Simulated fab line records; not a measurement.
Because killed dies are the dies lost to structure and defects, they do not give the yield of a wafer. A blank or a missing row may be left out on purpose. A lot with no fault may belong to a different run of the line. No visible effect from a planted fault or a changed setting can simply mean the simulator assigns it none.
fab line records :: flow sky130
record:
  lots: 6
  wafers: 18
  last_day: 50
route steps=708 shown PWDE@55 NWELL@56
lots with no fault: from the same line, run without faults
start_h: hours from the record's opening day to when the first of the lot's shown wafers began :: wait_h: how many hours have passed since the lot's step before this one :: " unchanged from the row above :: L1.1+2: one row covering several wafers at once :: - no value present, or no start provided :: * or withheld: withheld :: < > ~ a bound
route shown NAME@n: NAME is a module with steps in the file, n the number in the route of the first one :: usual: mean/standard deviation of fault-free wafers :: same: alike in all rows :: chamber/n: place in a boat :: sites: per-site readings :: _std_site: the standard deviation of these :: _edge_site: outer sites' mean less inner sites' :: radius_mm: how far each site lies from the wafer's centre :: mask NAME#n: copy n :: behind: the most recent tool/chamber to have shaped the wafer :: hold: why the lot was held/for how many hours/how that ended :: device: names the non-switching transistor (n, p or np) :: end of line: the route-end tests of the same wafers :: for a step that has no rows: nothing shown but its recipe :: killed: the dies lost at the first sort to structure and to defects; this is not the yield of the wafer :: map: per-die view of a wafer (x killed, . not killed, _ where there is no die)
set.NAME: the run value of the setting; set.NAME@STEP: its run value at that earlier step :: model.NAME: the simulator's own value behind a step, which no gauge read
a table for each step, a row for each wafer; lots at some steps of the route
services: from which hour (start_h, from the record's first day; less than 0 if before it) a tool's chamber was out of use, for how many hours, and why
== steps ==
step: SKY_PWDE_TW_MEAS_10
usual:
  PWDE_TW: 371.7/2.8
lot.wafer: L829.1
tool: film_metro-02
chamber: -
start_h: 69.03
wait_h: 0.1
PWDE_TW: 373.6

lot.wafer: L829.4
tool: film_metro-02
chamber: -
start_h: 69.03
wait_h: 0.1
PWDE_TW: 373.5

lot.wafer: L829.5
tool: film_metro-02
chamber: -
start_h: 69.03
wait_h: 0.1
PWDE_TW: 374.8

lot.wafer: L837.2
tool: film_metro-02
chamber: -
start_h: 115.20
wait_h: 0.1
PWDE_TW: 374.0

lot.wafer: L837.4
tool: film_metro-02
chamber: -
start_h: 115.20
wait_h: 0.1
PWDE_TW: 375.5

lot.wafer: L837.5
tool: film_metro-02
chamber: -
start_h: 115.20
wait_h: 0.1
PWDE_TW: 376.2

lot.wafer: L839.2
tool: film_metro-02
chamber: -
start_h: 125.44
wait_h: 0.1
PWDE_TW: 372.8

lot.wafer: L839.3
tool: film_metro-02
chamber: -
start_h: 125.44
wait_h: 0.1
PWDE_TW: 371.6

lot.wafer: L839.4
tool: film_metro-02
chamber: -
start_h: 125.44
wait_h: 0.1
PWDE_TW: 372.7

lot.wafer: L840.2
tool: film_metro-03
chamber: -
start_h: 133.18
wait_h: 0.1
PWDE_TW: 367.1

lot.wafer: L840.3
tool: film_metro-03
chamber: -
start_h: 133.18
wait_h: 0.1
PWDE_TW: 366.9

lot.wafer: L840.5
tool: film_metro-03
chamber: -
start_h: 133.18
wait_h: 0.1
PWDE_TW: 364.8

lot.wafer: L849.3
tool: film_metro-03
chamber: -
start_h: 185.76
wait_h: 0.1
PWDE_TW: 367.6

lot.wafer: L849.5
tool: film_metro-03
chamber: -
start_h: 185.76
wait_h: 0.1
PWDE_TW: 365.9

lot.wafer: L849.6
tool: film_metro-03
chamber: -
start_h: 185.76
wait_h: 0.1
PWDE_TW: 365.7

lot.wafer: L851.1
tool: film_metro-01
chamber: -
start_h: 193.54
wait_h: 0.1
PWDE_TW: 374.4

lot.wafer: L851.2
tool: film_metro-01
chamber: -
start_h: 193.54
wait_h: 0.1
PWDE_TW: 375.2

lot.wafer: L851.3
tool: film_metro-01
chamber: -
start_h: 193.54
wait_h: 0.1
PWDE_TW: 374.7
step: SKY_NWELL_DEHYDRATE_03
recipe:
  temp_c: 200
  time_s: 60
step: SKY_NWELL_HMDS_04
recipe:
  prime_time_s: 60
  prime_temp_c: 120
step: SKY_NWELL_COAT_05
recipe:
  spin_rpm: 2000
  resist_thk_nm: 3000
step: SKY_NWELL_SOFTBAKE_06
recipe:
  temp_c: 110
  time_s: withheld
step: SKY_NWELL_EXPOSE_07
recipe:
  mask_id: NWM
  na: 0.6
  source_shape: conventional
  sigma_outer: 0.6
  polarization: unpolarized
  target_cd_nm: 840
  dose_mj: 255
step: SKY_NWELL_PEB_08
recipe:
  temp_c: 115
  time_s: withheld
step: SKY_NWELL_DEVELOP_09
recipe:
  wall_angle_deg: 90
  developer: TMAH
  develop_time_s: 60
  dev_temp_c: 23
step: SKY_NWELL_OVL_MEAS_10
usual:
  NWELL_00_OVL: -0.6/1.2
lot.wafer: L829.1
tool: overlay-02
chamber: -
start_h: 86.13
wait_h: -
NWELL_00_OVL[nm]: -1.6

lot.wafer: L829.4
tool: overlay-02
chamber: -
start_h: 86.13
wait_h: -
NWELL_00_OVL[nm]: -1.3

lot.wafer: L829.5
tool: overlay-02
chamber: -
start_h: 86.13
wait_h: -
NWELL_00_OVL[nm]: -0.9

lot.wafer: L837.2
tool: overlay-02
chamber: -
start_h: 133.85
wait_h: -
NWELL_00_OVL[nm]: -0.3

lot.wafer: L837.4
tool: overlay-02
chamber: -
start_h: 133.85
wait_h: -
NWELL_00_OVL[nm]: -1.6

lot.wafer: L837.5
tool: overlay-02
chamber: -
start_h: 133.85
wait_h: -
NWELL_00_OVL[nm]: -0.9

lot.wafer: L839.2
tool: overlay-01
chamber: -
start_h: 144.66
wait_h: -
NWELL_00_OVL[nm]: -0.4

lot.wafer: L839.3
tool: overlay-01
chamber: -
start_h: 144.66
wait_h: -
NWELL_00_OVL[nm]: 0.2

lot.wafer: L839.4
tool: overlay-01
chamber: -
start_h: 144.66
wait_h: -
NWELL_00_OVL[nm]: -1.3

lot.wafer: L840.2
tool: overlay-02
chamber: -
start_h: 152.29
wait_h: -
NWELL_00_OVL[nm]: -0.8

lot.wafer: L840.3
tool: overlay-02
chamber: -
start_h: 152.29
wait_h: -
NWELL_00_OVL[nm]: -0.8

lot.wafer: L840.5
tool: overlay-02
chamber: -
start_h: 152.29
wait_h: -
NWELL_00_OVL[nm]: 0.8

lot.wafer: L849.3
tool: overlay-02
chamber: -
start_h: 207.25
wait_h: -
NWELL_00_OVL[nm]: -1.3

lot.wafer: L849.5
tool: overlay-02
chamber: -
start_h: 207.25
wait_h: -
NWELL_00_OVL[nm]: -1.2

lot.wafer: L849.6
tool: overlay-02
chamber: -
start_h: 207.25
wait_h: -
NWELL_00_OVL[nm]: -2.0

lot.wafer: L851.1
tool: overlay-02
chamber: -
start_h: 214.72
wait_h: -
NWELL_00_OVL[nm]: -0.6

lot.wafer: L851.2
tool: overlay-02
chamber: -
start_h: 214.72
wait_h: -
NWELL_00_OVL[nm]: -1.7

lot.wafer: L851.3
tool: overlay-02
chamber: -
start_h: 214.72
wait_h: -
NWELL_00_OVL[nm]: -1.0
step: SKY_NWELL_IMPLANT_11
recipe:
  species: P
  energy_kev: 394.5
  dose_cm2: 1.9e+13
  tilt_deg: withheld
step: SKY_NWELL_IMPLANT_12
recipe:
  species: P
  energy_kev: 120
  dose_cm2: 1.3e+12
  tilt_deg: withheld
step: SKY_NWELL_IMPLANT_13
recipe:
  species: P
  energy_kev: 50
  dose_cm2: 7e+11
  tilt_deg: withheld
step: SKY_NWELL_STRIP_14
recipe:
  chemistry: O2/N2
  power_w: 1400
  pressure_mtorr: 1500
  platen_temp_c: withheld
  o2_flow_sccm: 3000
  n2_flow_sccm: 300
  overash_fraction: 0.5
usual:
  chamber_pressure_mTorr: 1500.0/1.4
  drypump_motor_current_A: 5.7/0.37
  o2_flow_sccm: 2999/8.8
  oes_product_au: 0.723/0.0043
  strip_time_to_endpoint_s: 36.90/0.11
lot.wafer: L829.1
tool: plasma_asher-01
chamber: 1
start_h: 86.62
wait_h: 0.1
chamber_pressure_mTorr: 1500.5
drypump_motor_current_A: 5.4
o2_flow_sccm: 2981
oes_product_au: 0.720
rf_hours_counter_h: 28
strip_time_to_endpoint_s: 37.11
model.coat_of_NWELL_COAT_05.thk_nm: 0

lot.wafer: L829.4
tool: plasma_asher-01
chamber: 0
start_h: 86.62
wait_h: 0.1
chamber_pressure_mTorr: 1501.6
drypump_motor_current_A: 5.3
o2_flow_sccm: 2994
oes_product_au: 0.722
rf_hours_counter_h: -
strip_time_to_endpoint_s: 36.99
model.coat_of_NWELL_COAT_05.thk_nm: 0

lot.wafer: L829.5
tool: plasma_asher-01
chamber: 0
start_h: 86.62
wait_h: 0.1
chamber_pressure_mTorr: 1497.1
drypump_motor_current_A: 5.3
o2_flow_sccm: 2996
oes_product_au: 0.729
rf_hours_counter_h: -
strip_time_to_endpoint_s: 37.11
model.coat_of_NWELL_COAT_05.thk_nm: 0

lot.wafer: L837.2
tool: plasma_asher-01
chamber: 0
start_h: 134.33
wait_h: 0.1
chamber_pressure_mTorr: 1498.3
drypump_motor_current_A: 5.2
o2_flow_sccm: 3020
oes_product_au: 0.719
rf_hours_counter_h: 33
strip_time_to_endpoint_s: 36.79
model.coat_of_NWELL_COAT_05.thk_nm: 0

lot.wafer: L837.4
tool: plasma_asher-01
chamber: 0
start_h: 134.33
wait_h: 0.1
chamber_pressure_mTorr: 1498.0
drypump_motor_current_A: 5.2
o2_flow_sccm: 3015
oes_product_au: 0.726
rf_hours_counter_h: -
strip_time_to_endpoint_s: 36.85
model.coat_of_NWELL_COAT_05.thk_nm: 0

lot.wafer: L837.5
tool: plasma_asher-01
chamber: 0
start_h: 134.33
wait_h: 0.1
chamber_pressure_mTorr: 1499.7
drypump_motor_current_A: 5.3
o2_flow_sccm: 2989
oes_product_au: 0.720
rf_hours_counter_h: -
strip_time_to_endpoint_s: 36.85
model.coat_of_NWELL_COAT_05.thk_nm: 0

lot.wafer: L839.2
tool: plasma_asher-01
chamber: 1
start_h: 145.14
wait_h: 0.1
chamber_pressure_mTorr: -
drypump_motor_current_A: -
o2_flow_sccm: -
oes_product_au: -
rf_hours_counter_h: -
strip_time_to_endpoint_s: -
model.coat_of_NWELL_COAT_05.thk_nm: 2988

lot.wafer: L839.3
tool: plasma_asher-01
chamber: 0
start_h: 145.14
wait_h: 0.1
chamber_pressure_mTorr: -
drypump_motor_current_A: -
o2_flow_sccm: -
oes_product_au: -
rf_hours_counter_h: -
strip_time_to_endpoint_s: -
model.coat_of_NWELL_COAT_05.thk_nm: 2997

lot.wafer: L839.4
tool: plasma_asher-01
chamber: 1
start_h: 145.14
wait_h: 0.1
chamber_pressure_mTorr: -
drypump_motor_current_A: -
o2_flow_sccm: -
oes_product_au: -
rf_hours_counter_h: -
strip_time_to_endpoint_s: -
model.coat_of_NWELL_COAT_05.thk_nm: 2994

lot.wafer: L840.2
tool: plasma_asher-02
chamber: 1
start_h: 152.77
wait_h: 0.1
chamber_pressure_mTorr: -
drypump_motor_current_A: -
o2_flow_sccm: -
oes_product_au: -
rf_hours_counter_h: -
strip_time_to_endpoint_s: -
model.coat_of_NWELL_COAT_05.thk_nm: 2989

lot.wafer: L840.3
tool: plasma_asher-02
chamber: 1
start_h: 152.77
wait_h: 0.1
chamber_pressure_mTorr: -
drypump_motor_current_A: -
o2_flow_sccm: -
oes_product_au: -
rf_hours_counter_h: -
strip_time_to_endpoint_s: -
model.coat_of_NWELL_COAT_05.thk_nm: 2995

lot.wafer: L840.5
tool: plasma_asher-02
chamber: 0
start_h: 152.77
wait_h: 0.1
chamber_pressure_mTorr: -
drypump_motor_current_A: -
o2_flow_sccm: -
oes_product_au: -
rf_hours_counter_h: -
strip_time_to_endpoint_s: -
model.coat_of_NWELL_COAT_05.thk_nm: 2982

lot.wafer: L849.3
tool: plasma_asher-02
chamber: 0
start_h: 207.75
wait_h: 0.1
chamber_pressure_mTorr: 1500.6
drypump_motor_current_A: 5.6
o2_flow_sccm: 2993
oes_product_au: 0.727
rf_hours_counter_h: -
strip_time_to_endpoint_s: 37.09
model.coat_of_NWELL_COAT_05.thk_nm: 0

lot.wafer: L849.5
tool: plasma_asher-02
chamber: 0
start_h: 207.75
wait_h: 0.1
chamber_pressure_mTorr: 1500.4
drypump_motor_current_A: 5.6
o2_flow_sccm: 2995
oes_product_au: 0.718
rf_hours_counter_h: -
strip_time_to_endpoint_s: 36.95
model.coat_of_NWELL_COAT_05.thk_nm: 0

lot.wafer: L849.6
tool: plasma_asher-02
chamber: 1
start_h: 207.75
wait_h: 0.1
chamber_pressure_mTorr: 1502.1
drypump_motor_current_A: 5.6
o2_flow_sccm: 3014
oes_product_au: 0.728
rf_hours_counter_h: -
strip_time_to_endpoint_s: 37.04
model.coat_of_NWELL_COAT_05.thk_nm: 0

lot.wafer: L851.1
tool: plasma_asher-04
chamber: 0
start_h: 215.21
wait_h: 0.1
chamber_pressure_mTorr: 1501.0
drypump_motor_current_A: 6.2
o2_flow_sccm: 2995
oes_product_au: 0.721
rf_hours_counter_h: 52
strip_time_to_endpoint_s: 37.04
model.coat_of_NWELL_COAT_05.thk_nm: 0

lot.wafer: L851.2
tool: plasma_asher-04
chamber: 1
start_h: 215.21
wait_h: 0.1
chamber_pressure_mTorr: 1499.0
drypump_motor_current_A: 6.3
o2_flow_sccm: 3009
oes_product_au: 0.730
rf_hours_counter_h: 52
strip_time_to_endpoint_s: 37.01
model.coat_of_NWELL_COAT_05.thk_nm: 0

lot.wafer: L851.3
tool: plasma_asher-04
chamber: 1
start_h: 215.21
wait_h: 0.1
chamber_pressure_mTorr: 1499.7
drypump_motor_current_A: 6.3
o2_flow_sccm: 2997
oes_product_au: 0.724
rf_hours_counter_h: -
strip_time_to_endpoint_s: 37.01
model.coat_of_NWELL_COAT_05.thk_nm: 0
step: SKY_NWELL_TW_MEAS_15
usual:
  NWELL_TW: 1804/14
lot.wafer: L829.1
tool: film_metro-02
chamber: -
start_h: 86.72
wait_h: 0.1
NWELL_TW: 1799

lot.wafer: L829.4
tool: film_metro-02
chamber: -
start_h: 86.72
wait_h: 0.1
NWELL_TW: 1803

lot.wafer: L829.5
tool: film_metro-02
chamber: -
start_h: 86.72
wait_h: 0.1
NWELL_TW: 1804

lot.wafer: L837.2
tool: film_metro-02
chamber: -
start_h: 134.44
wait_h: 0.1
NWELL_TW: 1811

lot.wafer: L837.4
tool: film_metro-02
chamber: -
start_h: 134.44
wait_h: 0.1
NWELL_TW: 1813

lot.wafer: L837.5
tool: film_metro-02
chamber: -
start_h: 134.44
wait_h: 0.1
NWELL_TW: 1802

lot.wafer: L839.2
tool: film_metro-01
chamber: -
start_h: 145.25
wait_h: 0.1
NWELL_TW: 1803

lot.wafer: L839.3
tool: film_metro-01
chamber: -
start_h: 145.25
wait_h: 0.1
NWELL_TW: 1803

lot.wafer: L839.4
tool: film_metro-01
chamber: -
start_h: 145.25
wait_h: 0.1
NWELL_TW: 1800

lot.wafer: L840.2
tool: film_metro-01
chamber: -
start_h: 152.88
wait_h: 0.1
NWELL_TW: 1802

lot.wafer: L840.3
tool: film_metro-01
chamber: -
start_h: 152.88
wait_h: 0.1
NWELL_TW: 1804

lot.wafer: L840.5
tool: film_metro-01
chamber: -
start_h: 152.88
wait_h: 0.1
NWELL_TW: 1811

lot.wafer: L849.3
tool: film_metro-03
chamber: -
start_h: 207.84
wait_h: 0.1
NWELL_TW: 1781

lot.wafer: L849.5
tool: film_metro-03
chamber: -
start_h: 207.84
wait_h: 0.1
NWELL_TW: 1792

lot.wafer: L849.6
tool: film_metro-03
chamber: -
start_h: 207.84
wait_h: 0.1
NWELL_TW: 1787

lot.wafer: L851.1
tool: film_metro-02
chamber: -
start_h: 215.31
wait_h: 0.1
NWELL_TW: 1826

lot.wafer: L851.2
tool: film_metro-02
chamber: -
start_h: 215.31
wait_h: 0.1
NWELL_TW: 1828

lot.wafer: L851.3
tool: film_metro-02
chamber: -
start_h: 215.31
wait_h: 0.1
NWELL_TW: 1823
step: SKY_NWELL_DEHYDRATE_16
recipe:
  temp_c: 200
  time_s: 60
step: SKY_NWELL_HMDS_17
recipe:
  prime_time_s: 60
  prime_temp_c: 120
step: SKY_NWELL_COAT_18
recipe:
  spin_rpm: 2000
  resist_thk_nm: 3000
step: SKY_NWELL_SOFTBAKE_19
recipe:
  temp_c: 110
  time_s: withheld
step: SKY_NWELL_EXPOSE_20
recipe:
  mask_id: NWM_COMPLEMENT
  na: 0.6
  source_shape: conventional
  sigma_outer: 0.6
  polarization: unpolarized
  target_cd_nm: 840
  dose_mj: 260
step: SKY_NWELL_PEB_21
recipe:
  temp_c: 115
  time_s: withheld
step: SKY_NWELL_DEVELOP_22
recipe:
  wall_angle_deg: 90
  developer: TMAH
  develop_time_s: 60
  dev_temp_c: 23
step: SKY_NWELL_OVL_MEAS_23
usual:
  NWELL_01_OVL: -1.0/1.3
lot.wafer: L829.1
tool: overlay-01
chamber: -
start_h: 104.79
wait_h: -
NWELL_01_OVL[nm]: -0.7

lot.wafer: L829.4
tool: overlay-01
chamber: -
start_h: 104.79
wait_h: -
NWELL_01_OVL[nm]: 1.4

lot.wafer: L829.5
tool: overlay-01
chamber: -
start_h: 104.79
wait_h: -
NWELL_01_OVL[nm]: -0.9

lot.wafer: L837.2
tool: overlay-02
chamber: -
start_h: 154.06
wait_h: -
NWELL_01_OVL[nm]: -1.2

lot.wafer: L837.4
tool: overlay-02
chamber: -
start_h: 154.06
wait_h: -
NWELL_01_OVL[nm]: -0.2

lot.wafer: L837.5
tool: overlay-02
chamber: -
start_h: 154.06
wait_h: -
NWELL_01_OVL[nm]: -0.8

lot.wafer: L839.2
tool: overlay-02
chamber: -
start_h: 164.71
wait_h: -
NWELL_01_OVL[nm]: 1.0

lot.wafer: L839.3
tool: overlay-02
chamber: -
start_h: 164.71
wait_h: -
NWELL_01_OVL[nm]: -0.1

lot.wafer: L839.4
tool: overlay-02
chamber: -
start_h: 164.71
wait_h: -
NWELL_01_OVL[nm]: -0.5

lot.wafer: L840.2
tool: overlay-02
chamber: -
start_h: 172.75
wait_h: -
NWELL_01_OVL[nm]: -3.9

lot.wafer: L840.3
tool: overlay-02
chamber: -
start_h: 172.75
wait_h: -
NWELL_01_OVL[nm]: -3.2

lot.wafer: L840.5
tool: overlay-02
chamber: -
start_h: 172.75
wait_h: -
NWELL_01_OVL[nm]: 0.5

lot.wafer: L849.3
tool: overlay-01
chamber: -
start_h: 230.00
wait_h: -
NWELL_01_OVL[nm]: 0.5

lot.wafer: L849.5
tool: overlay-01
chamber: -
start_h: 230.00
wait_h: -
NWELL_01_OVL[nm]: -0.3

lot.wafer: L849.6
tool: overlay-01
chamber: -
start_h: 230.00
wait_h: -
NWELL_01_OVL[nm]: 1.3

lot.wafer: L851.1
tool: overlay-02
chamber: -
start_h: 238.34
wait_h: -
NWELL_01_OVL[nm]: -2.6

lot.wafer: L851.2
tool: overlay-02
chamber: -
start_h: 238.34
wait_h: -
NWELL_01_OVL[nm]: -2.2

lot.wafer: L851.3
tool: overlay-02
chamber: -
start_h: 238.34
wait_h: -
NWELL_01_OVL[nm]: -1.7
step: SKY_NWELL_IMPLANT_24
recipe:
  species: B
  energy_kev: 140
  dose_cm2: 9.2e+12
  tilt_deg: withheld
step: SKY_NWELL_STRIP_25
recipe:
  chemistry: O2/N2
  power_w: 1400
  pressure_mtorr: 1500
  platen_temp_c: withheld
  o2_flow_sccm: 3000
  n2_flow_sccm: 300
  overash_fraction: 0.5
usual:
  chamber_pressure_mTorr: 1500.1/1.3
  drypump_motor_current_A: 5.7/0.41
  o2_flow_sccm: 3001/8.5
  oes_product_au: 0.722/0.0041
  strip_time_to_endpoint_s: 36.93/0.096
lot.wafer: L829.1
tool: plasma_asher-02
chamber: 0
start_h: 104.98
wait_h: 0.1
chamber_pressure_mTorr: 1498.0
drypump_motor_current_A: 5.6
o2_flow_sccm: 2991
oes_product_au: 0.726
rf_hours_counter_h: 42
strip_time_to_endpoint_s: 36.81

lot.wafer: L829.4
tool: plasma_asher-02
chamber: 1
start_h: 104.98
wait_h: 0.1
chamber_pressure_mTorr: 1498.1
drypump_motor_current_A: 5.6
o2_flow_sccm: 2995
oes_product_au: 0.724
rf_hours_counter_h: -
strip_time_to_endpoint_s: 36.99

lot.wafer: L829.5
tool: plasma_asher-02
chamber: 1
start_h: 104.98
wait_h: 0.1
chamber_pressure_mTorr: 1499.3
drypump_motor_current_A: 5.6
o2_flow_sccm: 3010
oes_product_au: 0.720
rf_hours_counter_h: -
strip_time_to_endpoint_s: 37.00

lot.wafer: L837.2
tool: plasma_asher-04
chamber: 0
start_h: 154.24
wait_h: 0.1
chamber_pressure_mTorr: 1501.7
drypump_motor_current_A: 6.2
o2_flow_sccm: 2996
oes_product_au: 0.726
rf_hours_counter_h: 46
strip_time_to_endpoint_s: 37.06

lot.wafer: L837.4
tool: plasma_asher-04
chamber: 1
start_h: 154.24
wait_h: 0.1
chamber_pressure_mTorr: 1498.1
drypump_motor_current_A: 6.3
o2_flow_sccm: 3003
oes_product_au: 0.720
rf_hours_counter_h: -
strip_time_to_endpoint_s: 36.99

lot.wafer: L837.5
tool: plasma_asher-04
chamber: 1
start_h: 154.24
wait_h: 0.1
chamber_pressure_mTorr: 1501.6
drypump_motor_current_A: 6.3
o2_flow_sccm: 2992
oes_product_au: 0.728
rf_hours_counter_h: -
strip_time_to_endpoint_s: 36.98

lot.wafer: L839.2
tool: plasma_asher-02
chamber: 0
start_h: 164.89
wait_h: 0.1
chamber_pressure_mTorr: 1500.7
drypump_motor_current_A: 5.6
o2_flow_sccm: 3009
oes_product_au: 0.738
rf_hours_counter_h: 5
strip_time_to_endpoint_s: 80.85

lot.wafer: L839.3
tool: plasma_asher-02
chamber: 0
start_h: 164.89
wait_h: 0.1
chamber_pressure_mTorr: 1502.5
drypump_motor_current_A: 5.6
o2_flow_sccm: 2997
oes_product_au: 0.741
rf_hours_counter_h: -
strip_time_to_endpoint_s: 81.06

lot.wafer: L839.4
tool: plasma_asher-02
chamber: 1
start_h: 164.89
wait_h: 0.1
chamber_pressure_mTorr: 1499.3
drypump_motor_current_A: 5.6
o2_flow_sccm: 3017
oes_product_au: 0.737
rf_hours_counter_h: -
strip_time_to_endpoint_s: 80.91

lot.wafer: L840.2
tool: plasma_asher-02
chamber: 0
start_h: 172.93
wait_h: 0.1
chamber_pressure_mTorr: 1499.0
drypump_motor_current_A: 5.6
o2_flow_sccm: 3016
oes_product_au: 0.746
rf_hours_counter_h: 5
strip_time_to_endpoint_s: 80.95

lot.wafer: L840.3
tool: plasma_asher-02
chamber: 0
start_h: 172.93
wait_h: 0.1
chamber_pressure_mTorr: 1498.6
drypump_motor_current_A: 5.6
o2_flow_sccm: 3004
oes_product_au: 0.740
rf_hours_counter_h: -
strip_time_to_endpoint_s: 80.98

lot.wafer: L840.5
tool: plasma_asher-02
chamber: 0
start_h: 172.93
wait_h: 0.1
chamber_pressure_mTorr: 1498.8
drypump_motor_current_A: 5.6
o2_flow_sccm: 2993
oes_product_au: 0.738
rf_hours_counter_h: -
strip_time_to_endpoint_s: 80.81

lot.wafer: L849.3
tool: plasma_asher-01
chamber: 1
start_h: 230.21
wait_h: 0.1
chamber_pressure_mTorr: 1502.2
drypump_motor_current_A: 5.4
o2_flow_sccm: 3002
oes_product_au: 0.725
rf_hours_counter_h: -
strip_time_to_endpoint_s: 37.00

lot.wafer: L849.5
tool: plasma_asher-01
chamber: 0
start_h: 230.21
wait_h: 0.1
chamber_pressure_mTorr: 1500.0
drypump_motor_current_A: 5.3
o2_flow_sccm: 3017
oes_product_au: 0.720
rf_hours_counter_h: -
strip_time_to_endpoint_s: 36.94

lot.wafer: L849.6
tool: plasma_asher-01
chamber: 1
start_h: 230.21
wait_h: 0.1
chamber_pressure_mTorr: 1499.1
drypump_motor_current_A: 5.5
o2_flow_sccm: 3001
oes_product_au: 0.721
rf_hours_counter_h: -
strip_time_to_endpoint_s: 36.88

lot.wafer: L851.1
tool: plasma_asher-04
chamber: 1
start_h: 238.53
wait_h: 0.1
chamber_pressure_mTorr: 1500.2
drypump_motor_current_A: 6.3
o2_flow_sccm: 2999
oes_product_au: 0.721
rf_hours_counter_h: 54
strip_time_to_endpoint_s: 36.83

lot.wafer: L851.2
tool: plasma_asher-04
chamber: 0
start_h: 238.53
wait_h: 0.1
chamber_pressure_mTorr: 1500.1
drypump_motor_current_A: 6.2
o2_flow_sccm: 3010
oes_product_au: 0.721
rf_hours_counter_h: 54
strip_time_to_endpoint_s: 36.89

lot.wafer: L851.3
tool: plasma_asher-04
chamber: 1
start_h: 238.53
wait_h: 0.1
chamber_pressure_mTorr: 1499.1
drypump_motor_current_A: 6.3
o2_flow_sccm: 3002
oes_product_au: 0.722
rf_hours_counter_h: -
strip_time_to_endpoint_s: 36.97
step: SKY_NWELL_TW_MEAS_26
usual:
  NWELL_2_TW: 493/4.1
lot.wafer: L829.1
tool: film_metro-03
chamber: -
start_h: 105.08
wait_h: 0.1
NWELL_2_TW: 488

lot.wafer: L829.4
tool: film_metro-03
chamber: -
start_h: 105.08
wait_h: 0.1
NWELL_2_TW: 489

lot.wafer: L829.5
tool: film_metro-03
chamber: -
start_h: 105.08
wait_h: 0.1
NWELL_2_TW: 491

lot.wafer: L837.2
tool: film_metro-02
chamber: -
start_h: 154.35
wait_h: 0.1
NWELL_2_TW: 497

lot.wafer: L837.4
tool: film_metro-02
chamber: -
start_h: 154.35
wait_h: 0.1
NWELL_2_TW: 498

lot.wafer: L837.5
tool: film_metro-02
chamber: -
start_h: 154.35
wait_h: 0.1
NWELL_2_TW: 498

lot.wafer: L839.2
tool: film_metro-03
chamber: -
start_h: 165.00
wait_h: 0.1
NWELL_2_TW: 30

lot.wafer: L839.3
tool: film_metro-03
chamber: -
start_h: 165.00
wait_h: 0.1
NWELL_2_TW: 30

lot.wafer: L839.4
tool: film_metro-03
chamber: -
start_h: 165.00
wait_h: 0.1
NWELL_2_TW: 30

lot.wafer: L840.2
tool: film_metro-02
chamber: -
start_h: 173.04
wait_h: 0.1
NWELL_2_TW: 30

lot.wafer: L840.3
tool: film_metro-02
chamber: -
start_h: 173.04
wait_h: 0.1
NWELL_2_TW: 30

lot.wafer: L840.5
tool: film_metro-02
chamber: -
start_h: 173.04
wait_h: 0.1
NWELL_2_TW: 30

lot.wafer: L849.3
tool: film_metro-03
chamber: -
start_h: 230.30
wait_h: 0.1
NWELL_2_TW: 488

lot.wafer: L849.5
tool: film_metro-03
chamber: -
start_h: 230.30
wait_h: 0.1
NWELL_2_TW: 486

lot.wafer: L849.6
tool: film_metro-03
chamber: -
start_h: 230.30
wait_h: 0.1
NWELL_2_TW: 487

lot.wafer: L851.1
tool: film_metro-03
chamber: -
start_h: 238.63
wait_h: 0.1
NWELL_2_TW: 490

lot.wafer: L851.2
tool: film_metro-03
chamber: -
start_h: 238.63
wait_h: 0.1
NWELL_2_TW: 486

lot.wafer: L851.3
tool: film_metro-03
chamber: -
start_h: 238.63
wait_h: 0.1
NWELL_2_TW: 488
step: SKY_NWELL_CLEAN_27
recipe:
  chemistry: SC1/SC2
  mix: 1:4:20
  temp_c: 70
  time_s: 150
  dry: n2_spin
== services ==
tool: plasma_asher-04
chamber: -
start_h: 64.88
hours: 14.6
kind: pm

tool: plasma_asher-01
chamber: -
start_h: 95.17
hours: 1.8
kind: repair

tool: plasma_asher-02
chamber: -
start_h: 108.75
hours: 9.0
kind: pm

tool: plasma_asher-02
chamber: 0
start_h: 108.75
hours: 9.0
kind: vent_cycle

tool: plasma_asher-02
chamber: 1
start_h: 108.75
hours: 9.0
kind: vent_cycle

tool: plasma_asher-01
chamber: -
start_h: 108.78
hours: 1.1
kind: repair

tool: plasma_asher-02
chamber: -
start_h: 117.02
hours: 0.3
kind: repair

tool: plasma_asher-02
chamber: 0
start_h: 117.75
hours: -
kind: clean

tool: plasma_asher-02
chamber: 1
start_h: 117.75
hours: -
kind: clean

tool: plasma_asher-01
chamber: -
start_h: 197.43
hours: 0.6
kind: repair

tool: plasma_asher-04
chamber: -
start_h: 221.81
hours: 3.4
kind: repair
== key ==
first_sign:
  step: SKY_NWELL_STRIP_14
  reading: tool_record
  direction: missing
effect:
  step: SKY_NWELL_STRIP_25
  reading: strip_time_to_endpoint_s
  direction: up
  sigmas: 99+
  usual: *
  struck: *
effect:
  step: SKY_NWELL_TW_MEAS_26
  reading: NWELL_2_TW
  direction: down
  sigmas: 99+
  usual: 493
  struck: 30
model_effect:
  step: SKY_NWELL_STRIP_14
  value: coat_of_NWELL_COAT_05.thk_nm
  without: 0
  struck: 2991
met_at SKY_NWELL_STRIP_14
struck_wafers L839.2,L839.3,L839.4,L840.2,L840.3,L840.5
sort_left_out L839.2,L839.3,L839.4,L840.2,L840.3,L840.5
tester_left_out L839,L840
onset_between 134.33 145.14
fault:
  kind: skipped_step_whole
  tool: plasma_asher-01,plasma_asher-02
  chamber: -
  onset_h: 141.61
  steps: SKY_NWELL_STRIP_14
  scope: struck_lots_only
tester_left_out: of these lots the tester's yield and bins aren't shown, on N5 and GAA mostly nor the transistor test; their killed dies are dies lost to structure and defects alone, not to doping, threshold or leakage, so they don't give the yield
sort_left_out: the simulated sort isn't trusted on such a fault, so these wafers' sort isn't shown, and their yield isn't known
